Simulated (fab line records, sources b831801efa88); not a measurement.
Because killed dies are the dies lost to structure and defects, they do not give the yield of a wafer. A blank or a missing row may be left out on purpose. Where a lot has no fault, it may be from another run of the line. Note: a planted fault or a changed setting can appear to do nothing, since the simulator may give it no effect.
Chamber matching | flow sky130 | cmp-02 running SKY_VIA2_CMP_02: 4 sister chambers
The step polishes SiO2. 6 wafers are shown with their chamber, then 7 later ones without.

## WAFERS WITH THEIR CHAMBER
wafer  | chamber | motor current A (A)
L200.1 | 2       | 13.4
L200.3 | 1       | 14.0
L206.5 | 0       | 9.9
L206.6 | 3       | 11.3
L208.1 | 3       | 12.6
L208.4 | 0       | 10.4

## WAFERS WITH NO CHAMBER GIVEN
wafer  | motor current A (A)
L208.5 | 9.8
L210.1 | 14.2
L210.4 | 10.2
L210.6 | 10.8
L214.3 | 10.6
L214.4 | 11.8
L214.6 | 13.0

## CHAMBER TAKEN BY EACH
wafer  | from the rows above          | in truth
L208.5 | 0                            | 0
L210.1 | can't be placed: 1 or 2      | 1
L210.4 | 0                            | 0
L210.6 | can't be placed: 0 or 3      | 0
L214.3 | can't be placed: 0 or 3      | 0
L214.4 | 3                            | 3
L214.6 | can't be placed: 2 or 1 or 3 | 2
Correct placement for 3 of the 7. These rows do not allow placing 4 (true chamber among the candidates in 4). Wrongly placed: 0.
How it was worked out, from the rows above alone: a wafer's distance from a chamber is the root of the sum, over the readings, of the square of ((its reading less the chamber's mean) divided by the reading's scatter). The wafer belongs to the nearest chamber; if the next one is less than 2 further off, it can't be placed. Each chamber's mean is taken over the wafers shown for it. The scatter: the root of (the sum of the squares of (reading less its chamber's mean) over the shown wafers, divided by (wafers less chambers)).
